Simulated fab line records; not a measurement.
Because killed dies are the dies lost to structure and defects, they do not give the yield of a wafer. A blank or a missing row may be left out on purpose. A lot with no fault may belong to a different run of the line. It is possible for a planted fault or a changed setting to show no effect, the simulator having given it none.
Struck lot and sound lot, side by side | flow sky130 | 25 out of 708 route steps
Sound: the wafers L268.2, L268.5, L268.6. Struck: wafers L271.1, L271.3, L271.6. The cause is named last.
For every step that has rows: the tool of each side, followed by ch and its chambers, followed by its first start. Under that, the readings that differ: sound wafers | struck wafers | difference of the means | sigmas: that difference in standard deviations of wafers without a fault.
alike: readings whose means differ by less than 2 such deviations, and words and numbers that are the same on both sides. not compared: withheld readings, readings that some wafer has no value for, bounds like >300 that may hide the same value, and numbers for which the record gives no deviation and whose values overlap.
A row with sigmas, a row that says differs or no value, or rows on one side alone: a step with any of these is where the two part. Non-overlapping numbers with no deviation appear without sigmas and do not part them. A reading missing from all wafers of one side parts the sides only when that side holds two or more wafers.

first, 4 steps without rows for these wafers: SKY_RES_PROTECT_EXPOSE_04 (exposes mask RPM, target cd 1270 nm); SKY_RES_PROTECT_PEB_05; SKY_RES_PROTECT_DEVELOP_06 (develop time 60 s); SKY_POLY_GATE_IMPLANT_02.
SKY_RES_PROTECT_STRIP_07: strips in O2/N2.
  sound on plasmaAsher-03 ch 0,1, day 16 00:05; struck on plasmaAsher-04 ch 0,1, day 18 02:24
  alike: chamberPressureMTorr, drypumpMotorCurrentA, oesProductAu, stripTimeToEndpointS
  not compared: rfHoursCounterH
SKY_RES_PROTECT_TW_MEAS_08:
  sound on filmMetro-02, day 16 00:11; struck on filmMetro-03, day 18 02:30
reading      | sound          | struck         | difference | sigmas
POLY_GATE_TW | 4028 4014 4010 | 4088 4104 4098 | +79        | +2
then, 2 steps without rows for these wafers: SKY_RES_PROTECT_CLEAN_09 (cleans in SC1/SC2, time 150 s); SKY_POLY_GATE_CVD_03 (deposits Si3N4 from DCS/NH3, target thk 75 nm, time 1290 s).
SKY_POLY_GATE_THK_MEAS_04:
  sound on filmMetro-03, day 16 03:14; struck on filmMetro-03, day 18 09:10
  alike: POLY_GATE_CVD_03_THK
then, 3 steps without rows for these wafers: SKY_POLY_GATE_DEHYDRATE_05 (time 60 s); SKY_POLY_GATE_HMDS_06 (prime time 60 s); SKY_POLY_GATE_COAT_07 (resist thk 110 nm).
SKY_POLY_GATE_COAT_08: resist thk 450 nm.
  sound on lithoTrack-03 ch 0, day 16 18:00; struck on lithoTrack-03 ch 0, day 18 22:00
reading                                         | sound                | struck               | difference | sigmas
spinSpeedRpm (rpm)                              | 3000.7 2998.4 3001.2 | 3760.3 3764.8 3763.1 | +762.6     | +99 or more
model.KrF-thick_of_POLY_GATE_COAT_08.thkNm (nm) | 450.7 450.6 451.9    | 404 403.6 403.6      | -47        | 
  alike: chillPlateTempC
then, 4 steps without rows for these wafers: SKY_POLY_GATE_SOFTBAKE_09 (time 90 s); SKY_POLY_GATE_EXPOSE_10 (exposes mask P1M, target cd 150 nm); SKY_POLY_GATE_PEB_11; SKY_POLY_GATE_DEVELOP_12 (develop time 60 s).
SKY_POLY_GATE_CD_MEAS_13: the cd target is 150 nm.
  sound on cdSem-01, day 17 07:44; struck on cdSem-02, day 19 13:40
  alike: cdNm
SKY_POLY_GATE_OVL_MEAS_14:
  sound on overlay-01, day 17 07:50; struck on overlay-01, day 19 13:47
  alike: POLY_GATE_OVL
SKY_POLY_GATE_ETCH_15: etches BARC in N2/H2, stops on SiO2, time 118.5 s, target depth 110 nm.
  sound on rieDiel-04 ch 1,2,3, day 17 07:52; struck on rieDiel-01 ch 0,1, day 19 13:50
  alike: chamberPressureMTorr, drypumpMotorCurrentA, oesProductAu, throttleValvePct
  not compared: rfHoursCounterH
SKY_POLY_GATE_ETCH_16: etches Si3N4 in CH3F/O2, stops on poly-Si, time 147.5 s, target depth 75 nm.
  sound on rieDiel-04 ch 1,2,3, day 17 07:58; struck on rieDiel-01 ch 0,1, day 19 13:55
  alike: chamberPressureMTorr, drypumpMotorCurrentA, oesProductAu, throttleValvePct
  not compared: rfHoursCounterH
SKY_POLY_GATE_ETCH_17: etches poly-Si in HBr/Cl2, stops on SiO2, target depth 180 nm, time 70.5 s.
  sound on rieSi-02 ch 0,2,3, day 17 08:03; struck on rieSi-02 ch 0,1,3, day 19 14:01
reading                                         | sound             | struck            | difference | sigmas
model.KrF-thick_of_POLY_GATE_COAT_08.thkNm (nm) | 143.8 132.7 145.6 | 88.94 89.78 94.78 | -49.53     | 
  alike: chamberPressureMTorr, drypumpMotorCurrentA, oesProductAu, throttleValvePct
  not compared: rfHoursCounterH
SKY_POLY_GATE_STRIP_18: strips in O2/N2.
  sound on plasmaAsher-03 ch 0,1, day 17 08:07; struck on plasmaAsher-03 ch 0,1, day 19 14:04
reading                  | sound             | struck            | difference | sigmas
oesProductAu (a.u.)      | 0.364 0.352 0.369 | 0.340 0.339 0.338 | -0.023     | -4
stripTimeToEndpointS (s) | 3.10 3.01 3.13    | 2.51 2.53 2.60    | -0.53      | -11
  alike: chamberPressureMTorr, drypumpMotorCurrentA
  not compared: rfHoursCounterH
then, 1 step without rows for these wafers: SKY_POLY_GATE_CLEAN_19 (cleans in SC1/SC2, time 150 s).
-- record jumps: 29 days separate the struck wafers' starts on either side; left off in module POLY_GATE, taken up again in module PAD_OPEN, whose first shown step is the route's number 708 --
SKY_PAD_OPEN_PROBE_99:
  sound on prober-01, day 46 16:04; struck on prober-02, day 48 06:28
reading            | sound    | struck   | difference | sigmas
killed_at_M0_to_M3 | 59 49 54 | 41 33 34 | -18        | -2
  alike: killed_at_M4_up, killedAtContacts, killedAtFrontEnd, killedAtOther, killedDies, killedOpen, killedShort

== WHERE THEY PART ==
First at SKY_RES_PROTECT_TW_MEAS_08; last, within this record, at SKY_PAD_OPEN_PROBE_99.

WHY: whatever the simulator had introduced
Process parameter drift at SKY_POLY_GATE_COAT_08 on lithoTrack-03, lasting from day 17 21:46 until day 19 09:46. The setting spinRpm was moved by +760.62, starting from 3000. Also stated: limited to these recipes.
